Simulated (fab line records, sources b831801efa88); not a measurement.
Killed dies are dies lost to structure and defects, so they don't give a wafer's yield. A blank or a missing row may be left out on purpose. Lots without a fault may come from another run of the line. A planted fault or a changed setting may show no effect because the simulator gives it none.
Split-lot experiment | flow sky130 | 5 lots, 23 wafers read, on a route of 708 steps

THE SPLIT
At SKY_SONOS_TUNNEL_SOFTBAKE_03 (time 60 s), the setting temp_c was moved away from the recipe's 90 C on 5 of the 23 wafers read, by +3.1% to +3.4%. The other wafers ran this setting at the recipe's value.

The reading is taken at the split's own step.

THE READING
NOVOLAK_of_SONOS_TUNNEL_COAT_02.thk_nm (the simulator's own value, which no gauge read), in nm, at SKY_SONOS_TUNNEL_SOFTBAKE_03 (time 60 s). The file gives no usual value for it. The 18 wafers here that ran the recipe average 1138 nm, standard deviation 1.9 nm.

wafer  | tool, chamber at the split | temp_c as run, C | against the recipe | NOVOLAK_of_SONOS_TUNNEL_COAT_02.thk_nm, nm | against lot-mates on the recipe
L074.1 | litho_track-01, 0          | 90               | recipe             | 1140                                       | -
L074.5 | litho_track-01, 0          | 90               | recipe             | 1140                                       | -
L074.2 | litho_track-01, 0          | 90               | recipe             | 1139                                       | -
L074.4 | litho_track-01, 0          | 90               | recipe             | 1136                                       | -
L074.6 | litho_track-01, 0          | 90               | recipe             | 1137                                       | -
L078.1 | litho_track-02, 0          | 90               | recipe             | 1136                                       | -
L078.2 | litho_track-02, 0          | 93.02            | +3.4%              | 1125                                       | -13
L078.3 | litho_track-02, 0          | 93.02            | +3.4%              | 1126                                       | -12
L078.5 | litho_track-02, 0          | 90               | recipe             | 1137                                       | -
L078.6 | litho_track-02, 0          | 90               | recipe             | 1140                                       | -
L079.1 | litho_track-01, 0          | 90               | recipe             | 1138                                       | -
L079.4 | litho_track-01, 0          | 90               | recipe             | 1140                                       | -
L079.5 | litho_track-01, 0          | 90               | recipe             | 1134                                       | -
L080.1 | litho_track-04, 0          | 92.75            | +3.1%              | 1130                                       | -8
L080.2 | litho_track-04, 0          | 90               | recipe             | 1139                                       | -
L080.4 | litho_track-04, 0          | 92.75            | +3.1%              | 1131                                       | -6
L080.5 | litho_track-04, 0          | 92.75            | +3.1%              | 1133                                       | -4
L080.6 | litho_track-04, 0          | 90               | recipe             | 1136                                       | -
L082.2 | litho_track-01, 0          | 90               | recipe             | 1135                                       | -
L082.3 | litho_track-01, 0          | 90               | recipe             | 1137                                       | -
L082.4 | litho_track-01, 0          | 90               | recipe             | 1138                                       | -
L082.5 | litho_track-01, 0          | 90               | recipe             | 1136                                       | -
L082.6 | litho_track-01, 0          | 90               | recipe             | 1140                                       | -

THE FIT
A straight line over all 23 wafers: NOVOLAK_of_SONOS_TUNNEL_COAT_02.thk_nm changes by -2.77 nm for each +1% of temp_c; r = -0.87; the points scatter about the line by 2.2 nm.
The same after taking each lot's own level away (the mean of its wafers on the recipe; 23 wafers): -2.74 nm for each +1%; r = -0.87; scatter 2.2 nm.
On that fit, the largest move of temp_c shifts the reading by 9.2 nm.
The lots' own levels span 1137.2 to 1138.4 nm, that is 0.6 times the standard deviation above.
So the lot-to-lot level changes the slope little: the two slopes agree.
Check: with one of the wafers moved furthest among these (+3.4%) left out of the fit, the line predicts -8.18 nm for it against its lot-mates. It came out at -12.7 nm against them.

OTHER SPLITS ON THESE WAFERS
These wafers also went through other splits before the reading. Each is held against what the fit with the lots' levels taken away leaves over:
other split on the same wafers     | wafers away from the commonest value | r with NOVOLAK_of_SONOS_TUNNEL_COAT_02.thk_nm (lot level and that fit taken away)
SKY_VT_ADJUST_PCH_STRIP_09 power_w | 8                                    | -0.39

THE FILE'S OWN FIT
NOVOLAK_of_SONOS_TUNNEL_COAT_02.thk_nm changes by -2.9 nm for each +1% of temp_c, r = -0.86.
